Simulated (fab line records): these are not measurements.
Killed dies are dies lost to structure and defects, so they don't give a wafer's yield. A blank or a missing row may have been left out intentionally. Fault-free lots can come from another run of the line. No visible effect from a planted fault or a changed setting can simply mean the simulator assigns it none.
fab line records | flow sky130
record lots=12 wafers=36 lastDay=50
route steps=708 shown METAL3@532 CAP2M@617 METAL5@662 PAD_OPEN@708
lots that met no fault: taken from a fault-free run of the same line
startH: hours from the record's opening day to when the first of the lot's shown wafers began | waitH: hours from the lot's prior step to this one | " unchanged from the row above | L1.1+2: a single row standing in for several wafers | - no value present, or no start provided | * or withheld: withheld | < > ~ a bound
route shown NAME@n: names a module that has steps shown in the file, with the first one's number in the route | usual: mean and standard deviation over wafers with no fault | same: alike in all rows | chamber/n: place in a boat | sites: readings site by site | _std_site: standard deviation across them | _edge_site: outer sites' mean less inner sites' | radiusMm: for every site, how far away it sits from the centre of the wafer | mask NAME#n: copy n | behind: the most recent tool/chamber to have shaped the wafer | hold: the reason the lot was held/the length of the hold in hours/how it ended | device: transistor that didn't switch, given as n, p or np | end of line: at the end of the route, the tests of the same wafers | for a step that has no rows: nothing shown but its recipe | killed: the dies lost at the first sort to structure and to defects; this is not the yield of the wafer | map: per-die view of a wafer (x killed, . not killed, _ where there is no die)
set.NAME: the setting the step ran with; set.NAME@STEP: the setting that earlier step ran with | model.NAME: the simulator's own value behind a step, which no gauge read
route steps across a sampled set of lots; one table per step, one row per wafer
services: when a tool's chamber went out of use (startH, in hours from the record's first day, below 0 if earlier), for how many hours, and the reason
## steps
# step SKY_METAL3_SPUTTER_00
# recipe material=Ti targetThkNm=15 powerW=3000 timeS=10 chamberPressurePa=0.4
# usual throttleValvePct=30.0/1
# columns lot.wafer tool chamber startH waitH throttleValvePct
L705.1 pvdSputter-02 - 847.18 0.2 30.3
L705.5 " - " " 31.2
L705.6 " - " " 30.3
L707.3 pvdSputter-03 - 865.97 0.2 28.5
L707.4 " - " " 30.2
L707.6 " - " " 28.5
L714.1 pvdSputter-03 - 911.14 0.2 29.9
L714.5 " - " " 28.5
L714.6 " - " " 30.0
L716.1 pvdSputter-03 - 930.72 0.1 30.0
L716.5 " - " " 30.1
L716.6 " - " " 30.0
L718.2 pvdSputter-04 - 944.39 0.2 29.0
L718.5 " - " " 29.1
L718.6 " - " " 30.3
L720.1 pvdSputter-02 - 955.56 0.2 30.9
L720.2 " - " " 30.8
L720.3 " - " " 29.6
L721.3 pvdSputter-04 - 965.52 0.1 30.0
L721.4 " - " " 29.2
L721.5 " - " " 28.1
L722.2 pvdSputter-04 - 973.77 0.1 28.4
L722.3 " - " " 29.1
L722.5 " - " " 32.3
L725.2 pvdSputter-02 - 989.11 0.2 29.5
L725.3 " - " " 31.0
L725.5 " - " " 30.7
L726.1 pvdSputter-02 - 989.79 0.2 30.9
L726.3 " - " " 30.9
L726.4 " - " " 30.5
L727.1 pvdSputter-03 - 997.02 0.2 29.7
L727.3 " - " " 30.3
L727.5 " - " " 30.3
L728.1 pvdSputter-04 - 1001.65 0.1 32.3
L728.2 " - " " 28.3
L728.6 " - " " 32.6
# step SKY_CAP2M_STRIP_14
# recipe chemistry=O2/N2 powerW=1400 pressureMtorr=1500 platenTempC=withheld o2FlowSccm=3000 n2FlowSccm=300 overashFraction=0.5
# usual chamberPressureMTorr=1500.0/1.5 drypumpMotorCurrentA=5.2/0.4 oesProductAu=0.710/0.0047 stripTimeToEndpointS=12.67/0.051
# columns lot.wafer tool chamber startH waitH chamberPressureMTorr drypumpMotorCurrentA oesProductAu rfHoursCounterH stripTimeToEndpointS
L705.1 plasmaAsher-04 0 953.90 0.1 1498.9 5.4 0.709 52 12.73
L705.5 " 0 " " 1499.2 5.4 0.720 - 12.66
L705.6 " 1 " " 1498.2 5.3 0.707 - 12.71
L707.3 plasmaAsher-04 1 969.47 0.1 1501.1 5.3 0.711 - 12.77
L707.4 " 0 " " 1499.8 5.4 0.708 - 12.74
L707.6 " 0 " " 1499.7 5.4 0.713 - 12.71
L714.1 plasmaAsher-03 1 1012.34 0.1 1499.2 5.0 0.712 92 12.64
L714.5 " 1 " " 1498.5 5.0 0.706 - 12.67
L714.6 " 0 " " 1502.3 6.1 0.713 - 12.62
L716.1 plasmaAsher-04 1 1030.89 0.1 1501.3 5.3 0.707 60 12.60
L716.5 " 1 " " 1503.1 5.3 0.705 - 12.59
L716.6 " 0 " " 1501.3 5.4 0.716 - 12.57
L718.2 plasmaAsher-04 1 1041.94 0.1 1501.4 5.3 0.715 61 12.77
L718.5 " 1 " " 1497.4 5.3 0.716 - 12.65
L718.6 " 0 " " 1496.6 5.4 0.711 - 12.71
L720.1 plasmaAsher-02 0 1052.34 0.1 1500.8 4.8 0.711 118 12.66
L720.2 " 1 " " 1503.0 4.8 0.709 118 12.63
L720.3 " 1 " " 1499.9 4.8 0.716 - 12.61
L721.3 plasmaAsher-04 0 1061.73 0.1 1499.8 5.4 0.706 - 12.70
L721.4 " 1 " " 1499.1 5.3 0.716 - 12.68
L721.5 " 1 " " 1498.3 5.3 0.702 - 12.70
L722.2 plasmaAsher-02 1 1068.15 0.1 1500.6 4.8 0.720 0 12.72
L722.3 " 0 " " 1501.0 4.9 0.704 - 12.68
L722.5 " 0 " " 1501.4 4.9 0.713 - 12.71
L726.1 plasmaAsher-03 0 1082.50 0.1 1501.5 6.1 0.707 100 12.64
L726.3 " 1 " " 1498.6 5.0 0.705 - 12.67
L726.4 " 0 " " 1496.2 6.1 0.712 - 12.70
L725.2 plasmaAsher-02 0 1083.62 0.1 1500.0 4.8 0.709 2 12.63
L725.3 " 0 " " 1499.6 4.8 0.705 - 12.69
L725.5 " 0 " " 1499.6 4.8 0.717 - 12.62
L727.1 plasmaAsher-02 0 1090.22 0.1 1500.0 4.8 0.702 2 12.67
L727.3 " 0 " " 1499.2 4.8 0.711 - 12.69
L727.5 " 0 " " 1501.7 4.8 0.717 - 12.68
L728.1 plasmaAsher-03 0 1092.84 0.1 1502.6 6.1 0.715 101 12.62
L728.2 " 1 " " 1500.7 5.0 0.707 101 12.61
L728.6 " 1 " " 1500.6 5.0 0.712 - 12.61
# step SKY_METAL5_SPUTTER_01
# recipe material=TiN targetThkNm=20 powerW=6500 timeS=16.7 chamberPressurePa=0.4
# usual throttleValvePct=30.0/1.2
# columns lot.wafer tool chamber startH waitH throttleValvePct
L705.1 pvdSputter-01 - 1004.18 0.0 30.0
L705.5 " - " " 28.9
L705.6 " - " " 29.4
L707.3 pvdSputter-02 - 1018.88 0.0 30.4
L707.4 " - " " 29.5
L707.6 " - " " 31.1
L714.1 pvdSputter-02 - 1060.95 0.0 30.2
L714.5 " - " " 31.2
L714.6 " - " " 30.3
L716.1 pvdSputter-04 - 1077.68 0.0 29.9
L716.5 " - " " 32.5
L716.6 " - " " 28.2
L718.2 pvdSputter-02 - 1089.12 0.0 31.0
L718.5 " - " " 30.8
L718.6 " - " " 29.4
L720.1 pvdSputter-04 - 1097.34 0.0 32.4
L720.2 " - " " 29.1
L720.3 " - " " 30.3
L721.3 pvdSputter-01 - 1106.94 0.0 29.4
L721.4 " - " " 28.7
L721.5 " - " " 29.3
L722.2 pvdSputter-01 - 1112.90 0.0 28.7
L722.3 " - " " 29.7
L722.5 " - " " 28.7
L726.1 pvdSputter-04 - 1125.07 0.0 30.0
L726.3 " - " " 32.4
L726.4 " - " " 28.9
L725.2 pvdSputter-02 - 1127.09 0.0 29.4
L725.3 " - " " 30.7
L725.5 " - " " 30.8
L727.1 pvdSputter-01 - 1133.51 0.0 30.4
L727.3 " - " " 29.2
L727.5 " - " " 29.8
L728.1 pvdSputter-04 - 1135.32 0.0 30.2
L728.2 " - " " 32.5
L728.6 " - " " 29.1
# step SKY_METAL5_DESCUM_14
# recipe chemistry=O2 sourcePowerW=150 biasPowerW=0 pressureMtorr=10 tempC=40 timeS=11
# usual chamberPressureMTorr=10.000/0.0082 drypumpMotorCurrentA=5.7/0.53 oesProductAu=0.998/0.0084
# same biasPowerW=0
# columns lot.wafer tool chamber startH waitH chamberPressureMTorr drypumpMotorCurrentA oesProductAu rfHoursCounterH
L705.1 rieMetal-02 1 1027.14 0.1 10.015 5.2 0.995 4
L705.5 " 0 " " 10.008 5.8 0.973 -
L705.6 " 1 " " 9.996 5.2 0.981 -
L707.3 rieMetal-02 0 1041.30 0.1 10.003 5.8 0.983 -
L707.4 " 1 " " 10.018 5.2 0.994 -
L707.6 " 1 " " 10.006 5.2 0.990 -
L714.1 rieMetal-01 1 1082.24 0.1 10.001 5.8 0.997 13
L714.5 " 1 " " 9.996 5.8 0.995 -
L714.6 " 0 " " 9.998 4.9 0.990 -
L716.1 rieMetal-02 1 1098.26 0.1 9.999 5.2 0.997 9
L716.5 " 1 " " 9.996 5.2 1.003 -
L716.6 " 0 " " 10.005 5.8 0.987 -
L718.2 rieMetal-04 0 1109.44 0.1 9.997 6.5 0.993 12
L718.5 " 0 " " 10.012 6.5 0.997 -
L718.6 " 1 " " 10.007 6.0 0.999 -
L720.1 rieMetal-01 1 1117.36 0.1 10.001 5.7 1.011 16
L720.2 " 0 " " 9.996 5.0 1.003 23
L720.3 " 1 " " 9.993 5.7 0.995 -
L721.3 rieMetal-04 1 1125.75 0.1 10.009 6.0 1.001 -
L721.4 " 0 " " 9.998 6.5 1.006 -
L721.5 " 0 " " 9.984 6.5 1.008 -
L722.2 rieMetal-01 1 1131.86 0.1 10.015 5.7 1.006 17
L722.3 " 1 " " 10.012 5.7 1.000 -
L722.5 " 1 " " 10.006 5.7 1.005 -
L726.1 rieMetal-02 0 1143.66 0.1 10.006 5.8 0.999 20
L726.3 " 0 " " 9.988 5.8 0.989 -
L726.4 " 1 " " 10.009 5.2 0.997 -
L725.2 rieMetal-04 0 1146.34 0.1 10.009 6.5 1.008 16
L725.3 " 0 " " 9.994 6.5 1.006 -
L725.5 " 0 " " 10.000 6.5 1.013 -
L727.1 rieMetal-01 1 1152.34 0.1 9.995 5.7 1.011 19
L727.3 " 0 " " 10.002 4.9 0.995 -
L727.5 " 0 " " 10.003 4.9 1.005 -
L728.1 rieMetal-01 0 1154.04 0.1 10.005 4.9 1.005 26
L728.2 " 1 " " 10.010 5.8 1.003 19
L728.6 " 0 " " 10.003 4.9 0.998 -
# step SKY_PAD_OPEN_PROBE_99
# usual defectLimitedYield=82.4/1.9 killed_at_M0_to_M3=43/7.5 killed_at_M4_up=3.3/1.9 killedAtContacts=24/4.6 killedAtFrontEnd=16/4.9 killedAtOther=0.2/0.46 killedDies=87/9.1 killedOpen=47/7.4 killedShort=39/6.6 sort_bin_3_pad_short=0.9/0.43 sort_bin_5_function=10.3/1.4 sort_bin_6_memory=6.4/1.1 sortNPass=405/9.1 sortYieldPct=82.4/1.9
# same grossDies=492 killedAtBackSide=0 sort_bin_4_leakage[%]=0 sort_bin_8_speed[%]=0
# columns lot.wafer tool chamber startH waitH defectLimitedYield[%] killed_at_M0_to_M3 killed_at_M4_up killedAtContacts killedAtFrontEnd killedAtOther killedDies killedOpen killedShort sort_bin_3_pad_short[%] sort_bin_5_function[%] sort_bin_6_memory[%] sortNPass sortYieldPct[%]
L714.1 prober-01 - 1125.65 0.1 68.7 104 4 27 19 0 154 45 46 4.3 18.5 8.5 338 68.7
L714.5 prober-01 - 1125.85 0.2 74.6 78 1 36 10 0 125 51 32 4.7 14.6 6.1 367 74.6
L714.6 prober-01 - 1125.90 0.2 67.9 108 3 17 28 2 158 48 36 5.5 20.3 6.3 334 67.9
L716.1 prober-01 - 1140.52 0.1 68.5 122 2 22 9 0 155 54 36 5.3 17.1 9.1 337 68.5
L716.5 prober-01 - 1140.72 0.2 70.5 105 5 21 14 0 145 33 39 5.5 17.5 6.5 347 70.5
L716.6 prober-01 - 1140.77 0.2 71.1 95 1 30 16 0 142 43 33 6.1 15.9 6.9 350 71.1
L718.2 prober-01 - 1151.92 0.1 80.9 51 2 28 11 2 94 52 41 1.2 11.4 6.5 398 80.9
L718.6 prober-01 - 1152.12 0.2 81.7 49 5 24 12 0 90 46 44 1.0 11.8 5.5 402 81.7
L720.1 prober-01 - 1158.31 0.1 81.7 37 7 27 18 1 90 52 38 1.2 9.8 7.3 402 81.7
L720.2 prober-01 - 1158.36 0.1 81.1 54 3 23 12 1 93 55 37 0.8 10.8 7.3 399 81.1
L720.3 prober-01 - 1158.41 0.2 83.9 41 2 24 12 0 79 48 31 1.0 9.3 5.7 413 83.9
L721.3 prober-02 - 1164.76 0.2 79.1 57 1 27 18 0 103 64 39 0.4 12.2 8.3 389 79.1
L721.4 prober-02 - 1164.81 0.2 80.9 50 0 31 13 0 94 50 44 1.2 11.6 6.3 398 80.9
L721.5 prober-02 - 1164.86 0.2 80.1 53 2 26 17 0 98 51 46 1.2 12.6 6.1 394 80.1
L722.2 prober-01 - 1170.68 0.1 85.2 43 4 14 12 0 73 35 38 0.6 8.9 5.3 419 85.2
L722.3 prober-01 - 1170.73 0.2 84.1 39 1 24 14 0 78 48 30 0.6 8.7 6.5 414 84.1
L722.5 prober-01 - 1170.83 0.2 79.1 67 2 22 12 0 103 61 42 0.8 13.6 6.5 389 79.1
L725.2 prober-01 - 1183.96 0.1 81.1 44 2 28 19 0 93 52 41 0.4 11.4 7.1 399 81.1
L725.3 prober-01 - 1184.01 0.2 82.9 44 2 21 17 0 84 53 31 0.4 11.2 5.5 408 82.9
L725.5 prober-01 - 1184.11 0.2 84.3 30 2 23 22 0 77 34 43 1.6 7.5 6.5 415 84.3
# killed by level:class
L714.1 METAL3:unspecified=62 CONTACT:geometricParticle:open=9 LI_CONTACT:geometricParticle:open=8 METAL1:geometricParticle:short=8 CONTACT:geometricParticle:short=7 FIELD_ISO:geometricParticle:open=6 VIA2:geometricParticle:short=6 VIA3:geometricParticle:open=6
L714.5 METAL3:unspecified=40 LI_CONTACT:geometricParticle:open=10 CONTACT:geometricParticle:short=9 CONTACT:geometricParticle:open=9 VIA1:geometricParticle:open=8 VIA3:geometricParticle:open=7 VIA2:geometricParticle:open=6 POLY_GATE:geometricParticle:open=3
L714.6 METAL3:unspecified=74 VIA1:geometricParticle:open=9 POLY_GATE:geometricParticle:open=7 CONTACT:geometricParticle:open=7 VIA2:geometricParticle:open=6 FIELD_ISO:geometricParticle:open=5 FIELD_ISO:geometricParticle:short=5 POLY_GATE:geometricParticle:short=5
L716.1 METAL3:unspecified=65 VIA1:geometricParticle:open=11 CONTACT:geometricParticle:open=11 VIA3:geometricParticle:open=9 VIA2:geometricParticle:open=7 CONTACT:geometricParticle:short=5 METAL1:geometricParticle:short=5 VIA2:geometricParticle:short=5
L716.5 METAL3:unspecified=73 VIA1:geometricParticle:open=8 LI_CONTACT:geometricParticle:open=7 CONTACT:geometricParticle:short=7 VIA3:geometricParticle:open=6 METAL1:geometricParticle:short=5 FIELD_ISO:geometricParticle:short=4 METAL4:geometricParticle:short=4
L716.6 METAL3:unspecified=65 CONTACT:geometricParticle:open=12 LI_CONTACT:geometricParticle:open=10 VIA1:geometricParticle:open=8 FIELD_ISO:geometricParticle:short=4 METAL2:geometricParticle:short=4 POLY_GATE:geometricParticle:open=3 POLY_GATE:geometricParticle:short=3
L718.2 CONTACT:geometricParticle:open=14 VIA3:geometricParticle:open=10 METAL1:geometricParticle:short=9 VIA1:geometricParticle:open=8 VIA2:geometricParticle:open=7 VIA3:geometricParticle:short=7 CONTACT:geometricParticle:short=5 FIELD_ISO:geometricParticle:open=4
L718.6 VIA2:geometricParticle:open=9 VIA1:geometricParticle:open=8 LI_CONTACT:geometricParticle:open=8 CONTACT:geometricParticle:open=6 VIA2:geometricParticle:short=6 VIA3:geometricParticle:open=5 FIELD_ISO:geometricParticle:open=4 FIELD_ISO:geometricParticle:short=4
L720.1 VIA1:geometricParticle:open=13 CONTACT:geometricParticle:open=9 LI_CONTACT:geometricParticle:open=8 VIA1:geometricParticle:short=7 CONTACT:geometricParticle:short=5 FIELD_ISO:geometricParticle:open=4 FIELD_ISO:geometricParticle:short=4 POLY_GATE:geometricParticle:open=4
L720.2 VIA1:geometricParticle:open=13 VIA2:geometricParticle:open=10 VIA3:geometricParticle:open=9 LI_CONTACT:geometricParticle:open=8 CONTACT:geometricParticle:open=6 METAL2:geometricParticle:short=6 VIA2:geometricParticle:short=5 POLY_GATE:geometricParticle:short=4
L720.3 LI_CONTACT:geometricParticle:open=8 VIA3:geometricParticle:open=8 VIA2:geometricParticle:open=7 CONTACT:geometricParticle:open=6 VIA1:geometricParticle:open=6 METAL2:geometricParticle:short=5 FIELD_ISO:geometricParticle:short=4 LOCAL_INTERCONNECT:geometricParticle:short=4
L721.3 VIA1:geometricParticle:open=16 VIA3:geometricParticle:open=11 CONTACT:geometricParticle:open=9 LI_CONTACT:geometricParticle:open=8 METAL2:geometricParticle:short=6 FIELD_ISO:geometricParticle:open=5 CONTACT:geometricParticle:short=5 VIA1:geometricParticle:short=5
L721.4 CONTACT:geometricParticle:open=11 VIA1:geometricParticle:open=10 POLY_GATE:geometricParticle:short=7 LI_CONTACT:geometricParticle:open=7 VIA2:geometricParticle:open=7 METAL2:geometricParticle:short=6 VIA3:geometricParticle:short=6 LI_CONTACT:geometricParticle:short=5
L721.5 CONTACT:geometricParticle:open=11 VIA3:geometricParticle:open=10 VIA1:geometricParticle:open=9 METAL2:geometricParticle:short=7 VIA1:geometricParticle:short=6 CONTACT:geometricParticle:short=6 VIA2:geometricParticle:short=6 VIA2:geometricParticle:open=6
L722.2 VIA1:geometricParticle:open=8 METAL1:geometricParticle:short=7 VIA3:geometricParticle:open=6 METAL2:geometricParticle:short=6 VIA2:geometricParticle:open=6 FIELD_ISO:geometricParticle:short=5 FIELD_ISO:geometricParticle:open=4 CONTACT:geometricParticle:short=4
L722.3 CONTACT:geometricParticle:open=12 VIA1:geometricParticle:open=10 VIA2:geometricParticle:open=7 POLY_GATE:geometricParticle:open=6 CONTACT:geometricParticle:short=6 VIA3:geometricParticle:open=5 FIELD_ISO:geometricParticle:short=4 VIA3:geometricParticle:short=4
L722.5 VIA1:geometricParticle:open=22 CONTACT:geometricParticle:open=12 METAL2:geometricParticle:short=11 VIA1:geometricParticle:short=9 VIA2:geometricParticle:open=9 VIA3:geometricParticle:open=6 CONTACT:geometricParticle:short=5 METAL2:geometricParticle:open=4
L725.2 CONTACT:geometricParticle:open=16 VIA1:geometricParticle:open=10 VIA2:geometricParticle:short=7 METAL2:geometricParticle:short=6 FIELD_ISO:geometricParticle:short=5 LI_CONTACT:geometricParticle:open=5 METAL1:geometricParticle:short=4 VIA3:geometricParticle:open=4
L725.3 VIA1:geometricParticle:open=12 LI_CONTACT:geometricParticle:open=7 VIA3:geometricParticle:open=7 VIA2:geometricParticle:open=7 CONTACT:geometricParticle:open=6 FIELD_ISO:geometricParticle:short=5 FIELD_ISO:geometricParticle:open=4 METAL2:geometricParticle:open=4
L725.5 POLY_GATE:geometricParticle:short=10 CONTACT:geometricParticle:open=10 METAL2:geometricParticle:short=5 FIELD_ISO:geometricParticle:short=4 FIELD_ISO:geometricParticle:open=4 LI_CONTACT:geometricParticle:open=4 CONTACT:geometricParticle:short=4 VIA1:geometricParticle:short=4
## services
# columns tool chamber startH hours kind
pvdSputter-02 - 825.14 1.9 repair
pvdSputter-03 - 825.22 0.8 repair
pvdSputter-02 - 858.25 2.8 repair
pvdSputter-02 - 872.79 3.7 repair
rieMetal-01 0 877.50 3.4 repair
rieMetal-01 - 883.99 6.0 repair
plasmaAsher-04 - 889.64 0.5 repair
rieMetal-04 0 893.01 4.3 repair
rieMetal-04 - 928.31 0.4 repair
pvdSputter-03 - 939.05 2.1 repair
pvdSputter-01 - 998.78 2.7 repair
pvdSputter-02 - 1034.39 1.2 repair
pvdSputter-03 - 1044.18 1.0 repair
plasmaAsher-02 - 1046.27 2.1 repair
plasmaAsher-02 - 1055.25 9.0 pm
pvdSputter-01 - 1058.84 2.3 repair
pvdSputter-03 - 1065.33 0.8 repair
plasmaAsher-02 - 1066.98 0.9 repair
pvdSputter-02 - 1071.07 4.1 repair
plasmaAsher-02 - 1075.65 1.0 repair
rieMetal-01 0 1092.61 2.4 repair
pvdSputter-03 - 1109.54 4.6 repair
plasmaAsher-02 - 1140.80 5.9 repair
pvdSputter-02 - 1150.53 2.6 repair
## key
firstSign step=SKY_PAD_OPEN_PROBE_99 reading=sort_bin_3_pad_short direction=up sigmas=10 usual=0.9 struck=5.2
effect step=SKY_PAD_OPEN_PROBE_99 reading=killed_at_M0_to_M3 direction=up sigmas=7.8 usual=43 struck=102
metAt SKY_METAL3_SPUTTER_00
struckLots L714,L716
notActingAt SKY_CAP2M_STRIP_14,SKY_METAL5_SPUTTER_01,SKY_METAL5_DESCUM_14
onsetBetween 865.97 911.14
fault kind=chamberParticleSource tool=pvdSputter-03 chamber=- onsetH=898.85 steps=SKY_METAL3_SPUTTER_00 ratePerVisitCm2=2.2435 endH=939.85
